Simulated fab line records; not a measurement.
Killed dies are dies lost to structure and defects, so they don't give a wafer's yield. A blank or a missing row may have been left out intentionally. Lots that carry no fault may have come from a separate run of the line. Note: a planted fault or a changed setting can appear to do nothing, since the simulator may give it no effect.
The tool behind it: which one? || flow gf180mcu || 15 lots with 45 wafers sampled at 4 steps, on a route of 602 steps

== WHAT EACH GAUGE READ, for each wafer ==
The record holds no reading of a measuring or inspecting step that can be judged against a usual standard deviation.

== EACH LOT AND THE TOOL THAT RAN IT (in order: tool; ch and the chambers of the sampled wafers; start) ==
{"lot": "L605", "GF_M3_SPUTTER_03": "pvdSputter-02, day 20 11:08", "GF_M3_STRIP_17": "plasmaAsher-04 ch 0, day 21 11:32", "GF_V3_STRIP_18": "plasmaAsher-02 ch 0,1, day 22 12:57", "GF_V3_CVD_23": "cvdW-02 ch 0,1, day 22 13:35"}
{"lot": "L606", "GF_M3_SPUTTER_03": "pvdSputter-04, day 20 14:38", "GF_M3_STRIP_17": "plasmaAsher-04 ch 0,1, day 21 14:50", "GF_V3_STRIP_18": "plasmaAsher-02 ch 0,1, day 22 15:55", "GF_V3_CVD_23": "cvdW-02 ch 0,1, day 22 16:34"}
{"lot": "L607", "GF_M3_SPUTTER_03": "pvdSputter-02, day 20 23:32", "GF_M3_STRIP_17": "plasmaAsher-04 ch 0,1, day 21 23:50", "GF_V3_STRIP_18": "plasmaAsher-04 ch 0,1, day 23 00:51", "GF_V3_CVD_23": "cvdW-01 ch 1, day 23 01:29"}
{"lot": "L609", "GF_M3_SPUTTER_03": "pvdSputter-02, day 21 19:23", "GF_M3_STRIP_17": "plasmaAsher-01 ch 0,1, day 22 19:02", "GF_V3_STRIP_18": "plasmaAsher-02 ch 0,1, day 23 18:50", "GF_V3_CVD_23": "cvdW-01 ch 0,1, day 23 19:28"}
{"lot": "L610", "GF_M3_SPUTTER_03": "pvdSputter-04, day 22 02:28", "GF_M3_STRIP_17": "plasmaAsher-02 ch 0,1, day 23 01:43", "GF_V3_STRIP_18": "plasmaAsher-04 ch 0,1, day 24 00:44", "GF_V3_CVD_23": "cvdW-02 ch 0,1, day 24 01:22"}
{"lot": "L612", "GF_M3_SPUTTER_03": "pvdSputter-03, day 23 00:44", "GF_M3_STRIP_17": "plasmaAsher-01 ch 0,1, day 23 23:06", "GF_V3_STRIP_18": "plasmaAsher-04 ch 0,1, day 24 22:29", "GF_V3_CVD_23": "cvdW-02 ch 0,1, day 24 23:08"}
{"lot": "L613", "GF_M3_SPUTTER_03": "pvdSputter-02, day 23 08:07", "GF_M3_STRIP_17": "plasmaAsher-04 ch 0,1, day 24 06:50", "GF_V3_STRIP_18": "plasmaAsher-04 ch 0,1, day 25 05:06", "GF_V3_CVD_23": "cvdW-02 ch 0,1, day 25 05:44"}
{"lot": "L614", "GF_M3_SPUTTER_03": "pvdSputter-04, day 24 04:35", "GF_M3_STRIP_17": "plasmaAsher-02 ch 0,1, day 25 02:19", "GF_V3_STRIP_18": "plasmaAsher-03 ch 0,1, day 26 00:48", "GF_V3_CVD_23": "cvdW-02 ch 0,1, day 26 01:26"}
{"lot": "L615", "GF_M3_SPUTTER_03": "pvdSputter-03, day 24 11:27", "GF_M3_STRIP_17": "plasmaAsher-04 ch 0,1, day 25 09:02", "GF_V3_STRIP_18": "plasmaAsher-02 ch 0,1, day 26 07:17", "GF_V3_CVD_23": "cvdW-02 ch 0,1, day 26 07:56"}
{"lot": "L622", "GF_M3_SPUTTER_03": "pvdSputter-02, day 26 09:09", "GF_M3_STRIP_17": "plasmaAsher-04 ch 0,1, day 27 06:03", "GF_V3_STRIP_18": "plasmaAsher-02 ch 0,1, day 28 03:41", "GF_V3_CVD_23": "cvdW-02 ch 0,1, day 28 04:19"}
{"lot": "L623", "GF_M3_SPUTTER_03": "pvdSputter-02, day 26 14:54", "GF_M3_STRIP_17": "plasmaAsher-02 ch 0,1, day 27 11:08", "GF_V3_STRIP_18": "plasmaAsher-04 ch 0,1, day 28 08:14", "GF_V3_CVD_23": "cvdW-01 ch 0,1, day 28 08:52"}
{"lot": "L624", "GF_M3_SPUTTER_03": "pvdSputter-04, day 26 20:56", "GF_M3_STRIP_17": "plasmaAsher-02 ch 0,1, day 27 17:37", "GF_V3_STRIP_18": "plasmaAsher-04 ch 0,1, day 28 14:53", "GF_V3_CVD_23": "cvdW-02 ch 0,1, day 28 15:32"}
{"lot": "L626", "GF_M3_SPUTTER_03": "pvdSputter-04, day 27 10:59", "GF_M3_STRIP_17": "plasmaAsher-04 ch 0,1, day 28 06:26", "GF_V3_STRIP_18": "plasmaAsher-04 ch 0,1, day 29 03:53", "GF_V3_CVD_23": "cvdW-01 ch 0,1, day 29 04:34"}
{"lot": "L627", "GF_M3_SPUTTER_03": "pvdSputter-04, day 27 15:32", "GF_M3_STRIP_17": "plasmaAsher-04 ch 0,1, day 28 11:38", "GF_V3_STRIP_18": "plasmaAsher-04 ch 0,1, day 29 08:03", "GF_V3_CVD_23": "cvdW-01 ch 0,1, day 29 08:44"}
{"lot": "L628", "GF_M3_SPUTTER_03": "pvdSputter-03, day 28 02:50", "GF_M3_STRIP_17": "plasmaAsher-04 ch 0,1, day 28 22:13", "GF_V3_STRIP_18": "plasmaAsher-02 ch 0,1, day 29 18:51", "GF_V3_CVD_23": "cvdW-01 ch 0,1, day 29 19:29"}
- GF_M3_SPUTTER_03: material Ti, target thk 10 nm, time 6.7 s.
- GF_M3_STRIP_17: strips in O2/N2.
- GF_V3_STRIP_18: strips in O2/N2.
- GF_V3_CVD_23: deposits W, target thk 350 nm, time 104.9 s.

== WHAT THE TOOLS THEMSELVES READ (means of the sampled wafers that have a number; where no wafer has one, the mark that the record gives instead) ==
GF_M3_SPUTTER_03.
{"lot": "L605", "tool": "pvdSputter-02", "throttleValvePct (%)": 30.2}
{"lot": "L606", "tool": "pvdSputter-04", "throttleValvePct (%)": 30.1}
{"lot": "L607", "tool": "pvdSputter-02", "throttleValvePct (%)": 30.7}
{"lot": "L609", "tool": "pvdSputter-02", "throttleValvePct (%)": 31.1}
{"lot": "L610", "tool": "pvdSputter-04", "throttleValvePct (%)": 29.8}
{"lot": "L612", "tool": "pvdSputter-03", "throttleValvePct (%)": 30.3}
{"lot": "L613", "tool": "pvdSputter-02", "throttleValvePct (%)": 30.3}
{"lot": "L614", "tool": "pvdSputter-04", "throttleValvePct (%)": 30.3}
{"lot": "L615", "tool": "pvdSputter-03", "throttleValvePct (%)": 29.7}
{"lot": "L622", "tool": "pvdSputter-02", "throttleValvePct (%)": 30.2}
{"lot": "L623", "tool": "pvdSputter-02", "throttleValvePct (%)": 30.7}
{"lot": "L624", "tool": "pvdSputter-04", "throttleValvePct (%)": 30.2}
{"lot": "L626", "tool": "pvdSputter-04", "throttleValvePct (%)": 30.3}
{"lot": "L627", "tool": "pvdSputter-04", "throttleValvePct (%)": 30.2}
{"lot": "L628", "tool": "pvdSputter-03", "throttleValvePct (%)": 29.0}

GF_M3_STRIP_17.
{"lot": "L605", "tool": "plasmaAsher-04", "chamberPressureMTorr (mTorr)": 1497.9, "drypumpMotorCurrentA (A)": 5.6, "heaterPowerW (W)": 301, "o2FlowSccm (sccm)": 2997, "oesProductAu (a.u.)": 0.554, "stripTimeToEndpointS (s)": 7.83}
{"lot": "L606", "tool": "plasmaAsher-04", "chamberPressureMTorr (mTorr)": 1499.8, "drypumpMotorCurrentA (A)": 6.0, "heaterPowerW (W)": 305, "o2FlowSccm (sccm)": 3001, "oesProductAu (a.u.)": 0.562, "stripTimeToEndpointS (s)": 7.88}
{"lot": "L607", "tool": "plasmaAsher-04", "chamberPressureMTorr (mTorr)": 1499.5, "drypumpMotorCurrentA (A)": 5.8, "heaterPowerW (W)": 305, "o2FlowSccm (sccm)": 2997, "oesProductAu (a.u.)": 0.565, "stripTimeToEndpointS (s)": 7.90}
{"lot": "L609", "tool": "plasmaAsher-01", "chamberPressureMTorr (mTorr)": 1500.0, "drypumpMotorCurrentA (A)": 5.2, "heaterPowerW (W)": 348, "o2FlowSccm (sccm)": 3001, "oesProductAu (a.u.)": 0.559, "stripTimeToEndpointS (s)": 7.89}
{"lot": "L610", "tool": "plasmaAsher-02", "chamberPressureMTorr (mTorr)": 1500.5, "drypumpMotorCurrentA (A)": 5.9, "heaterPowerW (W)": 366, "o2FlowSccm (sccm)": 3001, "oesProductAu (a.u.)": 0.561, "stripTimeToEndpointS (s)": 7.88}
{"lot": "L612", "tool": "plasmaAsher-01", "chamberPressureMTorr (mTorr)": 1500.5, "drypumpMotorCurrentA (A)": 5.2, "heaterPowerW (W)": 342, "o2FlowSccm (sccm)": 2993, "oesProductAu (a.u.)": 0.560, "stripTimeToEndpointS (s)": 7.88}
{"lot": "L613", "tool": "plasmaAsher-04", "chamberPressureMTorr (mTorr)": 1499.8, "drypumpMotorCurrentA (A)": 6.1, "heaterPowerW (W)": 303, "o2FlowSccm (sccm)": 2995, "oesProductAu (a.u.)": 0.557, "stripTimeToEndpointS (s)": 7.81}
{"lot": "L614", "tool": "plasmaAsher-02", "chamberPressureMTorr (mTorr)": 1499.8, "drypumpMotorCurrentA (A)": 6.0, "heaterPowerW (W)": 351, "o2FlowSccm (sccm)": 3008, "oesProductAu (a.u.)": 0.558, "stripTimeToEndpointS (s)": 7.88}
{"lot": "L615", "tool": "plasmaAsher-04", "chamberPressureMTorr (mTorr)": 1498.5, "drypumpMotorCurrentA (A)": 5.8, "heaterPowerW (W)": 304, "o2FlowSccm (sccm)": 3007, "oesProductAu (a.u.)": 0.556, "stripTimeToEndpointS (s)": 7.85}
{"lot": "L622", "tool": "plasmaAsher-04", "chamberPressureMTorr (mTorr)": 1499.8, "drypumpMotorCurrentA (A)": 5.8, "heaterPowerW (W)": 298, "o2FlowSccm (sccm)": 2996, "oesProductAu (a.u.)": 0.557, "stripTimeToEndpointS (s)": 7.93}
{"lot": "L623", "tool": "plasmaAsher-02", "chamberPressureMTorr (mTorr)": 1499.2, "drypumpMotorCurrentA (A)": 6.1, "heaterPowerW (W)": 348, "o2FlowSccm (sccm)": 2991, "oesProductAu (a.u.)": 0.561, "stripTimeToEndpointS (s)": 7.92}
{"lot": "L624", "tool": "plasmaAsher-02", "chamberPressureMTorr (mTorr)": 1499.5, "drypumpMotorCurrentA (A)": 6.0, "heaterPowerW (W)": 346, "o2FlowSccm (sccm)": 3007, "oesProductAu (a.u.)": 0.556, "stripTimeToEndpointS (s)": 7.87}
{"lot": "L626", "tool": "plasmaAsher-04", "chamberPressureMTorr (mTorr)": 1500.5, "drypumpMotorCurrentA (A)": 5.8, "heaterPowerW (W)": 304, "o2FlowSccm (sccm)": 2998, "oesProductAu (a.u.)": 0.557, "stripTimeToEndpointS (s)": 7.85}
{"lot": "L627", "tool": "plasmaAsher-04", "chamberPressureMTorr (mTorr)": 1500.0, "drypumpMotorCurrentA (A)": 6.0, "heaterPowerW (W)": 304, "o2FlowSccm (sccm)": 2995, "oesProductAu (a.u.)": 0.554, "stripTimeToEndpointS (s)": 7.84}
{"lot": "L628", "tool": "plasmaAsher-04", "chamberPressureMTorr (mTorr)": 1499.7, "drypumpMotorCurrentA (A)": 6.1, "heaterPowerW (W)": 302, "o2FlowSccm (sccm)": 3008, "oesProductAu (a.u.)": 0.564, "stripTimeToEndpointS (s)": 7.91}

GF_V3_STRIP_18.
{"lot": "L605", "tool": "plasmaAsher-02", "chamberPressureMTorr (mTorr)": 1501.4, "drypumpMotorCurrentA (A)": 5.9, "heaterPowerW (W)": 366, "o2FlowSccm (sccm)": 3016, "oesProductAu (a.u.)": 0.593}
{"lot": "L606", "tool": "plasmaAsher-02", "chamberPressureMTorr (mTorr)": 1498.9, "drypumpMotorCurrentA (A)": 6.0, "heaterPowerW (W)": 342, "o2FlowSccm (sccm)": 3005, "oesProductAu (a.u.)": 0.589}
{"lot": "L607", "tool": "plasmaAsher-04", "chamberPressureMTorr (mTorr)": 1499.6, "drypumpMotorCurrentA (A)": 5.8, "heaterPowerW (W)": 300, "o2FlowSccm (sccm)": 2986, "oesProductAu (a.u.)": 0.595}
{"lot": "L609", "tool": "plasmaAsher-02", "chamberPressureMTorr (mTorr)": 1500.2, "drypumpMotorCurrentA (A)": 6.0, "heaterPowerW (W)": 342, "o2FlowSccm (sccm)": 2992, "oesProductAu (a.u.)": 0.592}
{"lot": "L610", "tool": "plasmaAsher-04", "chamberPressureMTorr (mTorr)": 1500.8, "drypumpMotorCurrentA (A)": 5.8, "heaterPowerW (W)": 304, "o2FlowSccm (sccm)": 2990, "oesProductAu (a.u.)": 0.594}
{"lot": "L612", "tool": "plasmaAsher-04", "chamberPressureMTorr (mTorr)": 1499.9, "drypumpMotorCurrentA (A)": 6.1, "heaterPowerW (W)": 304, "o2FlowSccm (sccm)": 3015, "oesProductAu (a.u.)": 0.595}
{"lot": "L613", "tool": "plasmaAsher-04", "chamberPressureMTorr (mTorr)": 1499.8, "drypumpMotorCurrentA (A)": 5.8, "heaterPowerW (W)": 300, "o2FlowSccm (sccm)": 2994, "oesProductAu (a.u.)": 0.588}
{"lot": "L614", "tool": "plasmaAsher-03", "chamberPressureMTorr (mTorr)": 1499.1, "drypumpMotorCurrentA (A)": 5.3, "heaterPowerW (W)": 337, "o2FlowSccm (sccm)": 3002, "oesProductAu (a.u.)": 0.592}
{"lot": "L615", "tool": "plasmaAsher-02", "chamberPressureMTorr (mTorr)": 1500.9, "drypumpMotorCurrentA (A)": 5.9, "heaterPowerW (W)": 369, "o2FlowSccm (sccm)": 2994, "oesProductAu (a.u.)": 0.597}
{"lot": "L622", "tool": "plasmaAsher-02", "chamberPressureMTorr (mTorr)": "-", "drypumpMotorCurrentA (A)": "-", "heaterPowerW (W)": "-", "o2FlowSccm (sccm)": "-", "oesProductAu (a.u.)": "-"}
{"lot": "L623", "tool": "plasmaAsher-04", "chamberPressureMTorr (mTorr)": "-", "drypumpMotorCurrentA (A)": "-", "heaterPowerW (W)": "-", "o2FlowSccm (sccm)": "-", "oesProductAu (a.u.)": "-"}
{"lot": "L624", "tool": "plasmaAsher-04", "chamberPressureMTorr (mTorr)": "-", "drypumpMotorCurrentA (A)": "-", "heaterPowerW (W)": "-", "o2FlowSccm (sccm)": "-", "oesProductAu (a.u.)": "-"}
{"lot": "L626", "tool": "plasmaAsher-04", "chamberPressureMTorr (mTorr)": 1499.0, "drypumpMotorCurrentA (A)": 5.8, "heaterPowerW (W)": 307, "o2FlowSccm (sccm)": 2995, "oesProductAu (a.u.)": 0.593}
{"lot": "L627", "tool": "plasmaAsher-04", "chamberPressureMTorr (mTorr)": 1499.1, "drypumpMotorCurrentA (A)": 5.8, "heaterPowerW (W)": 302, "o2FlowSccm (sccm)": 2992, "oesProductAu (a.u.)": 0.599}
{"lot": "L628", "tool": "plasmaAsher-02", "chamberPressureMTorr (mTorr)": 1499.4, "drypumpMotorCurrentA (A)": 5.9, "heaterPowerW (W)": 368, "o2FlowSccm (sccm)": 2999, "oesProductAu (a.u.)": 0.593}

GF_V3_CVD_23.
{"lot": "L605", "tool": "cvdW-02", "heaterPowerW (W)": 795}
{"lot": "L606", "tool": "cvdW-02", "heaterPowerW (W)": 782}
{"lot": "L607", "tool": "cvdW-01", "heaterPowerW (W)": 816}
{"lot": "L609", "tool": "cvdW-01", "heaterPowerW (W)": 706}
{"lot": "L610", "tool": "cvdW-02", "heaterPowerW (W)": 793}
{"lot": "L612", "tool": "cvdW-02", "heaterPowerW (W)": 734}
{"lot": "L613", "tool": "cvdW-02", "heaterPowerW (W)": 742}
{"lot": "L614", "tool": "cvdW-02", "heaterPowerW (W)": 790}
{"lot": "L615", "tool": "cvdW-02", "heaterPowerW (W)": 734}
{"lot": "L622", "tool": "cvdW-02", "heaterPowerW (W)": 734}
{"lot": "L623", "tool": "cvdW-01", "heaterPowerW (W)": 712}
{"lot": "L624", "tool": "cvdW-02", "heaterPowerW (W)": 800}
{"lot": "L626", "tool": "cvdW-01", "heaterPowerW (W)": 764}
{"lot": "L627", "tool": "cvdW-01", "heaterPowerW (W)": 756}
{"lot": "L628", "tool": "cvdW-01", "heaterPowerW (W)": 772}

== THE ANSWER, worked out from the rows above alone ==
Rule: the lots themselves supply what counts as usual. Put in order of their means at a reading, lots are off if they are a third of the lots or fewer, leave a main group of 4 or more, and stand apart from it by a gap of 3 or more times the standard deviation of the main group's means; of several such gaps the widest counts. If all means in a main group match to the digits the tables above print for the reading, that group is not used. Also off: a lot with no number at a reading for which 4 or more lots have one. Any other lot the step has rows for is counted as sound. After the gauges, taken in route order, come the tools' own readings; for these a lot's mean is taken, as printed above. At the first step where some lot is off, the reading lying furthest off is the one used; lots without a number count as furthest.
Off, at GF_V3_STRIP_18 on chamberPressureMTorr: L622, L623, L624. Without a number there: L622, L623, L624. Main group: mean 1499.8 mTorr, sd 0.79.
A tool fits if, at that step or a process step before it, it ran every lot that is off, and no sound lot after the first of them. None of those tried fits.

== WHAT WAS PUT IN BY THE SIMULATOR ==
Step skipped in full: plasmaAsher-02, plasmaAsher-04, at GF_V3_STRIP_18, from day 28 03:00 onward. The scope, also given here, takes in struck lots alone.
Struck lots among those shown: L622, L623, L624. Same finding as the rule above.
